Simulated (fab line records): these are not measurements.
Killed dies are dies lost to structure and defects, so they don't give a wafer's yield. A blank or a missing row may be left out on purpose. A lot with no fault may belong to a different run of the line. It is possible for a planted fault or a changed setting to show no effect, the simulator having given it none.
A lot that was struck, set against a sound lot	flow sky130	17 out of 708 route steps
Sound: wafers L701.2, L701.4, L701.5. Wafers L708.1, L708.5, L708.6 were the ones struck. Last of all comes the cause.
Each step with rows lists, per side, the tool, then ch with its chambers, then its first start. Under that, the readings that differ: sound wafers	struck wafers	difference of the means	sigmas: that difference in standard deviations of wafers without a fault.
alike: a reading whose means differ by less than 2 such deviations, as well as words and numbers matching on both sides. not compared: withheld readings; readings where some wafer has no value; bounds like >300 that might hide an equal value; numbers whose values overlap and for which the record gives no deviation.
A row with sigmas, a row that says differs or no value, or rows on one side alone: a step with any of these is where the two part. Numbers that have no deviation but don't overlap get no sigmas and don't part them. A reading missing from all wafers of one side parts the sides only when that side holds two or more wafers.

SKY_FIELD_ISO_ETCH_15: etches the open film in CHF3/O2, stops on Si, target depth 180 nm, time 72 s.
  sound on rieDiel-03 ch 1,3, day 2 09:12; struck on rieDiel-03 ch 0,1,2, day 3 21:07
  alike: drypumpMotorCurrentA, oesProductAu, throttleValvePct
  not compared: rfHoursCounterH
SKY_FIELD_ISO_STRIP_16: strips in O2/N2.
  sound on plasmaAsher-02 ch 0,1, day 2 09:16; struck on plasmaAsher-02 ch 0,1, day 3 21:11
  alike: drypumpMotorCurrentA, oesProductAu, stripTimeToEndpointS
  not compared: rfHoursCounterH
SKY_FIELD_ISO_ETCH_17: etches Si in HBr/Cl2/O2, target depth 342 nm, time 97.7 s.
  sound on rieSi-01 ch 0,1,2, day 2 09:22; struck on rieSi-02 ch 2,3, day 3 21:17
  alike: drypumpMotorCurrentA, heBacksideLeakSccm, mfcCl2Sccm, oesProductAu, throttleValvePct
  not compared: rfHoursCounterH
then, 5 steps without rows for these wafers: SKY_FIELD_ISO_WET_ETCH_18 (etches Si3N4 in H3PO4, target depth 25 nm, time 286 s); SKY_FIELD_ISO_CLEAN_19 (cleans in SC1/SC2, time 150 s); SKY_FIELD_ISO_CLEAN_20 (cleans in dHF, time 20 s); SKY_FIELD_ISO_WET_ETCH_21 (etches SiO2 in dHF, target depth 20 nm, time 400 s); SKY_FIELD_ISO_OXIDATION_22 (stabilise 600 s, purge 300 s, target thk 10 nm).
SKY_FIELD_ISO_THK_MEAS_23:
  struck on filmMetro-03, day 4 00:08; sound on filmMetro-01, day 2 12:01
  alike: FIELD_ISO_OXIDATION_01_THK
then, 1 step without rows for these wafers: SKY_FIELD_ISO_CVD_24 (deposits SiO2, target thk 595 nm, time 99.2 s).
SKY_FIELD_ISO_THK_MEAS_25:
  struck on filmMetro-04, day 4 00:16; sound on filmMetro-03, day 2 12:08
  alike: FIELD_ISO_CVD_24_THK
then, 1 step without rows for these wafers: SKY_FIELD_ISO_ANNEAL_26 (time 1800 s).
SKY_FIELD_ISO_CMP_27: polishes, stops on Si3N4, t overpolish 16 s, target thk 457.8 nm.
  sound on cmp-02 ch 2,3, day 2 15:01; struck on cmp-01 ch 0,1, day 4 03:22
  no value came back on the struck wafers for any of 6 readings (edgeZonePressureFrac, headPressurePsi (psi) and others); on the sound wafers edgeZonePressureFrac reads 0.997 0.994 1.000
reading	sound	struck	difference	sigmas
model.SiO2_of_FIELD_ISO_CVD_24.thkNm (nm)	458 457.7 458.4	594.8 588.9 593.2	+134.3	
then, 2 steps without rows for these wafers: SKY_FIELD_ISO_WET_ETCH_28 (etches SiO2 in dHF, target depth 23.7 nm, time 47 s); SKY_FIELD_ISO_WET_ETCH_29 (etches Si3N4 in H3PO4, target depth 160 nm, time 1825 s).
SKY_FIELD_ISO_WET_ETCH_30: etches SiO2 in dHF, target depth 25 nm, time 50 s.
  sound on wetBench-04 ch 2, day 2 15:51; struck on wetBench-03 ch 2, day 4 04:15
reading	sound	struck	difference	sigmas
model.SiO2_of_FIELD_ISO_CVD_24.thkNm (nm)	404.8 404.8 405.4	542.6 536.5 541.1	+135.1	
-- record jumps: 42 days separate the struck wafers' starts on either side; left off in module FIELD_ISO, taken up again in module PAD_OPEN, whose first shown step is the route's number 708 --
SKY_PAD_OPEN_PROBE_99:
  only the struck wafers here have rows in the record (prober-01, day 45 21:16); the sound ones have none

== WHERE THEY PART ==
First at SKY_FIELD_ISO_CMP_27; last, within this record, at SKY_PAD_OPEN_PROBE_99.

WHY: what had been put in by the simulator
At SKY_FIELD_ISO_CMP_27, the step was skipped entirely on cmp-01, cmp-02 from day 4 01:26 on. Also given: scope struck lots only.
